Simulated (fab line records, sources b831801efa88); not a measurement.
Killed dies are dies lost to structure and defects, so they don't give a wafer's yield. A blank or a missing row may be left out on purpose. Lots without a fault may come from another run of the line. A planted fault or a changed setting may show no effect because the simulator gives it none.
Which tool did it? | flow gf180mcu | 11 lots, 33 wafers sampled, at 6 steps of a route of 602

WHAT THE GAUGES READ, wafer by wafer
GF_M3_RS_MEAS_05: measures by four-point-probe. Usual: M3_ALCU_RS 0.0697 ohm/sq, standard deviation 0.00081.
lot  | measured     | on            | M3_ALCU_RS (ohm/sq)  | flag
L560 | day 20 01:14 | film_metro-04 | 0.0699 0.0701 0.0702 |
L563 | day 21 02:56 | film_metro-01 | 0.0702 0.0702 0.0697 |
L564 | day 21 23:43 | film_metro-04 | 0.0705 0.0704 0.0705 |
L565 | day 22 00:57 | film_metro-01 | 0.0696 0.0692 0.0697 |
L566 | day 22 10:34 | film_metro-03 | 0.0693 0.0695 0.0694 |
L567 | day 22 23:47 | film_metro-03 | 0.0684 0.0681 0.0685 |
L573 | day 25 09:15 | film_metro-04 | 0.0538 0.0541 0.0539 | OFF
L575 | day 25 15:32 | film_metro-03 | 0.0536 0.0538 0.0534 | OFF
L574 | day 25 21:31 | film_metro-01 | 0.0696 0.0691 0.0694 |
L576 | day 26 01:54 | film_metro-04 | 0.0706 0.0705 0.0706 |
L581 | day 27 12:45 | film_metro-01 | 0.0687 0.0695 0.0693 |

GF_M3_THK_MEAS_06: measures by xrf. Usual: M3_ALCU_THK 447 nm, standard deviation 6.
lot  | measured     | on            | M3_ALCU_THK (nm) | flag
L560 | day 20 01:22 | film_metro-04 | 448 442 444      |
L563 | day 21 03:02 | film_metro-01 | 447 450 448      |
L564 | day 21 23:50 | film_metro-04 | 439 443 443      |
L565 | day 22 01:04 | film_metro-01 | 450 453 451      |
L566 | day 22 10:40 | film_metro-03 | 447 446 446      |
L567 | day 22 23:54 | film_metro-03 | 452 452 454      |
L573 | day 25 09:21 | film_metro-04 | 582 581 580      | OFF
L575 | day 25 15:38 | film_metro-03 | 572 572 575      | OFF
L574 | day 25 21:37 | film_metro-01 | 451 450 448      |
L576 | day 26 01:59 | film_metro-04 | 445 444 443      |
L581 | day 27 12:51 | film_metro-01 | 453 449 452      |

WHICH TOOL RAN EACH LOT (tool, then ch and the chambers of the sampled wafers, then the start)
lot  | GF_V2_ETCH_17                                 | GF_V2_CVD_23                  | GF_M3_SPUTTER_02             | GF_M3_SPUTTER_03
L560 | rie_diel-02 ch 0,3, day 20 00:25 or earlier   | cvd_w-02 ch 1, day 20 00:25   | pvd_sputter-02, day 20 01:09 | pvd_sputter-02, day 20 01:11
L563 | rie_diel-03 ch 0,1,2, day 21 02:08 or earlier | cvd_w-02 ch 0,1, day 21 02:08 | pvd_sputter-01, day 21 02:49 | pvd_sputter-01, day 21 02:50
L564 | rie_diel-04 ch 0,2,3, day 21 22:54 or earlier | cvd_w-01 ch 0,1, day 21 22:54 | pvd_sputter-01, day 21 23:38 | pvd_sputter-01, day 21 23:40
L565 | rie_diel-02 ch 0,2,3, day 22 00:07 or earlier | cvd_w-02 ch 0,1, day 22 00:07 | pvd_sputter-02, day 22 00:50 | pvd_sputter-02, day 22 00:52
L566 | rie_diel-02 ch 2,3, day 22 09:45 or earlier   | cvd_w-01 ch 0,1, day 22 09:45 | pvd_sputter-02, day 22 10:26 | pvd_sputter-02, day 22 10:28
L567 | rie_diel-02 ch 2,3, day 22 22:58 or earlier   | cvd_w-01 ch 0, day 22 22:58   | pvd_sputter-04, day 22 23:41 | pvd_sputter-04, day 22 23:43
L573 | rie_diel-04 ch 0,2,3, day 25 08:26 or earlier | cvd_w-02 ch 0,1, day 25 08:26 | pvd_sputter-02, day 25 09:07 | pvd_sputter-02, day 25 09:09
L575 | rie_diel-04 ch 0,3, day 25 13:18 or earlier   | cvd_w-02 ch 0,1, day 25 13:18 | pvd_sputter-02, day 25 15:25 | pvd_sputter-02, day 25 15:26
L574 | rie_diel-02 ch 0,1,3, day 25 20:41 or earlier | cvd_w-02 ch 0,1, day 25 20:41 | pvd_sputter-04, day 25 21:23 | pvd_sputter-04, day 25 21:25
L576 | rie_diel-02 ch 0,3, day 26 00:53 or earlier   | cvd_w-01 ch 0,1, day 26 00:53 | pvd_sputter-01, day 26 01:45 | pvd_sputter-01, day 26 01:47
L581 | rie_diel-02 ch 1,2, day 27 11:56 or earlier   | cvd_w-02 ch 0,1, day 27 11:56 | pvd_sputter-04, day 27 12:37 | pvd_sputter-04, day 27 12:39
- GF_V2_ETCH_17: etches SiO2 in C4F8/O2/Ar, stops on TiN, target depth 630 nm.
- GF_V2_CVD_23: deposits W, target thk 350 nm, time 104.94 s.
- GF_M3_SPUTTER_02: material AlCu, target thk 450 nm, time 23.9 s.
- GF_M3_SPUTTER_03: material Ti, target thk 10 nm, time 6.7 s.

WHAT THE TOOLS THEMSELVES READ (means of the sampled wafers that have a number; where no wafer has one, the mark that the record gives instead)
GF_V2_ETCH_17. Usual: oes_product_au 0.856 a.u., standard deviation 0.0041.
lot  | tool        | oes_product_au (a.u.) | flag
L560 | rie_diel-02 | 0.851                 |
L563 | rie_diel-03 | 0.855                 |
L564 | rie_diel-04 | 0.856                 |
L565 | rie_diel-02 | 0.857                 |
L566 | rie_diel-02 | 0.857                 |
L567 | rie_diel-02 | 0.856                 |
L573 | rie_diel-04 | 0.854                 |
L575 | rie_diel-04 | 0.857                 |
L574 | rie_diel-02 | 0.856                 |
L576 | rie_diel-02 | 0.854                 |
L581 | rie_diel-02 | 0.855                 |

GF_V2_CVD_23. Usual: heater_power_w 818 W, standard deviation 51.
lot  | tool     | heater_power_w (W) | flag
L560 | cvd_w-02 | 770                |
L563 | cvd_w-02 | 857                |
L564 | cvd_w-01 | 793                |
L565 | cvd_w-02 | 839                |
L566 | cvd_w-01 | 786                |
L567 | cvd_w-01 | 762                |
L573 | cvd_w-02 | 816                |
L575 | cvd_w-02 | 842                |
L574 | cvd_w-02 | 826                |
L576 | cvd_w-01 | 769                |
L581 | cvd_w-02 | 853                |

GF_M3_SPUTTER_02. Usual: chamber_pressure_pa 0.4000 Pa, standard deviation 0.00082; throttle_valve_pct 29.6 %, standard deviation 1.1.
lot  | tool           | chamber_pressure_pa (Pa) | throttle_valve_pct (%) | flag
L560 | pvd_sputter-02 | 0.4003                   | 29.1                   |
L563 | pvd_sputter-01 | 0.4009                   | 29.0                   |
L564 | pvd_sputter-01 | 0.3997                   | 29.0                   |
L565 | pvd_sputter-02 | 0.3991                   | 29.6                   |
L566 | pvd_sputter-02 | 0.4002                   | 29.8                   |
L567 | pvd_sputter-04 | 0.3994                   | 30.7                   |
L573 | pvd_sputter-02 | 0.4012                   | 30.0                   |
L575 | pvd_sputter-02 | 0.4002                   | 29.6                   |
L574 | pvd_sputter-04 | 0.3997                   | 31.0                   |
L576 | pvd_sputter-01 | 0.3998                   | 30.0                   |
L581 | pvd_sputter-04 | 0.3999                   | 30.3                   |

GF_M3_SPUTTER_03. Usual: chamber_pressure_pa 0.2962 Pa, standard deviation 0.00054; throttle_valve_pct 29.6 %, standard deviation 1.2.
lot  | tool           | chamber_pressure_pa (Pa) | throttle_valve_pct (%) | flag
L560 | pvd_sputter-02 | 0.2955                   | 29.1                   |
L563 | pvd_sputter-01 | 0.2963                   | 28.9                   |
L564 | pvd_sputter-01 | 0.2962                   | 28.9                   |
L565 | pvd_sputter-02 | 0.2963                   | 29.7                   |
L566 | pvd_sputter-02 | 0.2963                   | 30.0                   |
L567 | pvd_sputter-04 | 0.2960                   | 30.7                   |
L573 | pvd_sputter-02 | 0.2962                   | 30.2                   |
L575 | pvd_sputter-02 | 0.2962                   | 29.6                   |
L574 | pvd_sputter-04 | 0.2963                   | 31.0                   |
L576 | pvd_sputter-01 | 0.2967                   | 29.9                   |
L581 | pvd_sputter-04 | 0.2964                   | 30.4                   |

THE ANSWER, worked out from the rows above alone
Rule: a lot is off if the mean of its wafers that have a number lies more than 3 standard deviations from the usual mean. A lot without any number at a reading at which 4 lots or more have one is off too. The other lots that the step has rows for count as sound. The gauges are gone through in route order, then the tools' own readings, and for those a lot's mean is taken as printed above. The first step at which some lot is off is used, and at that step the reading that is off furthest; a lot without a number counts as furthest.
Off: L573, L575, at GF_M3_RS_MEAS_05 (M3_ALCU_RS).
A tool fits if, at a process step before that reading, it ran every lot that is off, and no sound lot after the first of them. The gauges at GF_M3_RS_MEAS_05 are tried like those tools. GF_V2_ETCH_17 gives no start for some lots, so the hours and the order of its lots are those of GF_V2_CVD_23. Can't be told from this: 2 tools fit, rie_diel-04 at GF_V2_ETCH_17, pvd_sputter-02 at GF_M3_SPUTTER_02 and GF_M3_SPUTTER_03.

WHAT THE SIMULATOR HAD PUT IN
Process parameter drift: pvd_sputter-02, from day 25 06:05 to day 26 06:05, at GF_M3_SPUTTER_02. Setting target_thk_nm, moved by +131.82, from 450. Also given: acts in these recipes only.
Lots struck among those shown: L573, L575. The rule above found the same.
